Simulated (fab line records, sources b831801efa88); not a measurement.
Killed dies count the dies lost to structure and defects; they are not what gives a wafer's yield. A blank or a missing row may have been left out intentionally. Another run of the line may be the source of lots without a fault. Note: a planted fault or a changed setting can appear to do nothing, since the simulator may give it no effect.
Which tool is to blame? / flow gf180mcu / 21 wafers from 7 lots sampled at 3 of the route's 602 steps

WHAT THE GAUGES SHOWED, per wafer
GF_VT_IMPLANT_TW_MEAS_43.
lot=L603; measured=day 8 00:56; on=film_metro-03; VT_IMPLANT_4_TW=701 704 701
lot=L616; measured=day 12 01:20; on=film_metro-02; VT_IMPLANT_4_TW=693 692 695
lot=L619; measured=day 12 14:08; on=film_metro-03; VT_IMPLANT_4_TW=696 693 695
lot=L621; measured=day 13 09:58; on=film_metro-02; VT_IMPLANT_4_TW=699 700 695
lot=L624; measured=day 14 01:20; on=film_metro-02; VT_IMPLANT_4_TW=698 695 697

TOOL THAT RAN EACH LOT (tool first, then ch and the chambers of the sampled wafers, then the start)
lot=L603; GF_STI_STRIP_15=plasma_asher-03 ch 0, day 2 12:16; GF_LVPWELL_STRIP_10=plasma_asher-02 ch 0,1, day 4 07:43
lot=L608; GF_STI_STRIP_15=plasma_asher-02 ch 0,1, day 3 14:31; GF_LVPWELL_STRIP_10=-
lot=L610; GF_STI_STRIP_15=plasma_asher-02 ch 0,1, day 3 23:04; GF_LVPWELL_STRIP_10=-
lot=L616; GF_STI_STRIP_15=plasma_asher-03 ch 0,1, day 5 12:01; GF_LVPWELL_STRIP_10=plasma_asher-03 ch 0,1, day 7 16:16
lot=L619; GF_STI_STRIP_15=plasma_asher-02 ch 0,1, day 5 22:38; GF_LVPWELL_STRIP_10=plasma_asher-01 ch 0,1, day 8 02:00
lot=L621; GF_STI_STRIP_15=plasma_asher-03 ch 1, day 6 11:23; GF_LVPWELL_STRIP_10=plasma_asher-03 ch 0,1, day 8 19:25
lot=L624; GF_STI_STRIP_15=plasma_asher-04 ch 0,1, day 6 23:53; GF_LVPWELL_STRIP_10=plasma_asher-01 ch 0,1, day 9 08:22
- GF_STI_STRIP_15: strips in O2/N2.
- GF_LVPWELL_STRIP_10: strips in O2/N2.

THE ANSWER, worked out from the rows above alone
Rule: the usual values come from the lots themselves. Put in order of their means at a reading, lots are off if they are a third of the lots or fewer, leave a main group of 4 or more, and stand apart from it by a gap of 3 or more times the standard deviation of the main group's means; of several such gaps the widest counts. If all means in a main group match to the digits the tables above print for the reading, that group is not used. Also off: a lot with no number at a reading for which 4 or more lots have one. Where the step has rows for the other lots, those lots are counted as sound.
Across all readings shown, no lot is off: no conclusion can be drawn from this.

WHAT HAD BEEN PUT IN BY THE SIMULATOR
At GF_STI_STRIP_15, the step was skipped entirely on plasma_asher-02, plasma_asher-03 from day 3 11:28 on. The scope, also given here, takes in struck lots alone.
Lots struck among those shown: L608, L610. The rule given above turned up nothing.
